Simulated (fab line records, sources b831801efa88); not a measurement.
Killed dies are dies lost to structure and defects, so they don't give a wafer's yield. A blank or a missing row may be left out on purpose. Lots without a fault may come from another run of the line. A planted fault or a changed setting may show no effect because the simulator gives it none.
Problem report in the 8D (eight disciplines) form, filled by code | flow sky130 | the parts of the form that need people (team, actions taken, sign-off) are left out

1. THE PROBLEM
run_length_s at SKY_VIA3_ETCH_15 reads a mean of 94.8 s on 2 wafers of 2 lots; wafers without a fault read 106.3 s with a standard deviation of 0.46. That is -25 standard deviations from the usual mean.
The step: etches SiO2 in C4F8/O2/Ar, stops on TiN, target depth 507 nm, time 78 s.
First seen on wafer L710.6, day 43 20:47, on rie_diel-02. The record holds 30 wafers of 10 lots with a number at this step. Rule for "out", or "out of limits": more than 4 standard deviations from the usual mean. The other wafers with a number count as sound.

2. WHAT IT IS AND WHAT IT IS NOT
question                    | is                           | is not
which readings at this step | run_length_s, oes_product_au | chamber_pressure_mTorr
which lots                  | L710, L711                   | L695, L697, L704, L707, L712, L715, L716, L718
which wafers of those lots  | L710.6, L711.5               | L710.3, L710.5, L711.1, L711.4
read on which tools         | rie_diel-02                  | rie_diel-01, rie_diel-04
when                        | from day 43 20:47            | up to then (14 sound wafers); but 14 sound wafers of L711, L712, L715, L716, L718 came after

3. SUSPECTS, AND WHAT RULES EACH OUT
Counting: a tool at a process step up to the reading stays a suspect if it ran every lot that is out. Sound lots after the first of them don't rule it out here, since some wafers of a struck lot are sound.
- rie_metal-04 at SKY_METAL3_METAL_ETCH_18 (etches the open film in Cl2/BCl3, stops on SiO2, target depth 845 nm, time 183.1 s): kept. It ran every lot that is out, first L710 (day 42 19:44); its last sound lot up to then is L707 (day 42 05:25).
- rie_diel-02 at SKY_VIA3_ETCH_15 (etches SiO2 in C4F8/O2/Ar, stops on TiN, target depth 507 nm, time 78 s): kept. It ran every lot that is out, first L710 (day 43 20:47); its last sound lot up to then is L707 (day 43 06:33). Its own readings are out on those wafers: oes_product_au, run_length_s.
- Within rie_diel-02 at SKY_VIA3_ETCH_15: the wafers that are out ran in chamber 3; their sound lot-mates ran in chambers 0, 1, 2.
Left after counting: rie_metal-04 at SKY_METAL3_METAL_ETCH_18, rie_diel-02 at SKY_VIA3_ETCH_15.

4. THE CAUSE (what the simulator had put in)
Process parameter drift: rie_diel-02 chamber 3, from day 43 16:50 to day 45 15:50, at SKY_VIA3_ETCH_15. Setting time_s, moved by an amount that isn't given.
Counting left 2 suspects, and this tool is among them.

5. THE CHAIN OF EFFECTS, in route order
Each row: a reading whose mean over the struck wafers that have a number lies more than 3 standard deviations from the usual. Only readings for which the record gives a usual standard deviation are gone through. hours: the time from each lot's start at the first step in this table that gives one to its start at this step, as a median over the lots. sigmas: the change in usual standard deviations.
hours | step              | reading                  | usual      | on struck wafers | change | sigmas
0     | SKY_VIA3_ETCH_15  | oes_product_au           | 0.946 a.u. | 0.998            | +0.052 | +11
0     | SKY_VIA3_ETCH_15  | run_length_s             | 106.3 s    | 94.8             | -11.5  | -25
0     | SKY_VIA3_STRIP_16 | strip_time_to_endpoint_s | 4.126 s    | 4.315            | +0.189 | +8.6
The process steps in it:
- SKY_VIA3_ETCH_15: etches SiO2 in C4F8/O2/Ar, stops on TiN, target depth 507 nm, time 78 s.
- SKY_VIA3_STRIP_16: strips in O2/N2.
Readings that are blank on the struck wafers while sound wafers have them: bias_w at SKY_VIA3_ETCH_15.
Later measuring or inspecting steps at which every struck wafer that the step has a row for has a number for every such reading, and none has moved that far: SKY_VIA3_RS_MEAS_22.

6. WHAT WOULD HAVE CAUGHT IT SOONER
In this record the first reading out of limits was taken at day 43 20:47, 4 hours after the fault began at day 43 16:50.
